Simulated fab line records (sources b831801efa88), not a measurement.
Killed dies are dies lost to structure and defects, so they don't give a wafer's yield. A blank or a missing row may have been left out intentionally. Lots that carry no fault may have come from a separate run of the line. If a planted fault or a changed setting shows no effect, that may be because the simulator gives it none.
Matching of chambers -- flow sfq line -- cmp-01 running SFQ_TRILAYER_I2_CMP_CMP_064: 4 sister chambers
The step polishes SiO2. 18 wafers are shown with their chamber, then 9 later ones without.

== EACH WAFER AND ITS CHAMBER ==
wafer,chamber,motor current A (A),time to endpoint s (s),platen rpm (rpm)
L764.2,2,11.0,209,60.02
L764.4,3,9.7,227,60.01
L764.3,1,10.5,221,60.00
L765.3,3,9.9,232,59.96
L765.5,1,10.2,219,59.94
L765.6,2,10.2,222,60.08
L767.2,0,10.8,219,59.95
L767.4,3,9.1,227,60.00
L767.6,3,10.1,221,60.06
L769.3,3,9.6,214,59.99
L769.2,1,10.1,213,59.97
L769.6,0,10.8,219,59.98
L775.1,2,11.0,203,59.96
L775.4,0,10.9,211,60.06
L775.6,3,10.0,215,59.91
L779.3,1,10.2,206,59.98
L779.4,2,10.5,214,59.91
L779.6,0,10.9,227,59.98

SIGNATURES, as means of the wafers listed above
reading,chamber 0,chamber 1,chamber 2,chamber 3,scatter within a chamber
motor current A,10.850,10.250,10.675,9.733,0.295
time to endpoint s,219.00,214.75,212.00,222.67,7.17
platen rpm,59.9925,59.9725,59.9925,59.9883,0.0518
Rule: distance of a wafer from a chamber = root of the sum over the readings of ((wafer's reading minus chamber's mean) / reading's scatter) squared. The wafer belongs to the nearest chamber; if the next one is less than 2 further off, it can't be placed. The scatter: the root of (the sum of the squares of (reading less its chamber's mean) over the shown wafers, divided by (wafers less chambers)).

== WAFERS MISSING THEIR CHAMBER ==
wafer,motor current A (A),time to endpoint s (s),platen rpm (rpm)
L780.2,9.6,223,60.01
L780.4,10.8,223,59.84
L780.5,10.0,220,60.05
L784.2,10.3,217,59.98
L784.3,10.2,209,60.03
L784.1,10.3,214,60.01
L786.1,9.9,219,59.99
L786.5,9.7,223,60.08
L786.6,10.1,212,59.94

== EACH ONE'S CHAMBER ==
wafer,from the rows above,in truth
L780.2,can't be placed: 3 or 1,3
L780.4,can't be placed: 0 or 2 or 1 or 3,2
L780.5,can't be placed: 3 or 1 or 2 or 0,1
L784.2,can't be placed: 1 or 2 or 0 or 3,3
L784.3,can't be placed: 1 or 2 or 3 or 0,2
L784.1,can't be placed: 1 or 2 or 0 or 3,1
L786.1,can't be placed: 3 or 1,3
L786.5,can't be placed: 3 or 1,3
L786.6,can't be placed: 1 or 3 or 2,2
Placed correctly: 0 of 9. These rows do not allow placing 9 (true chamber among the candidates in 9). Number placed wrongly: 0.
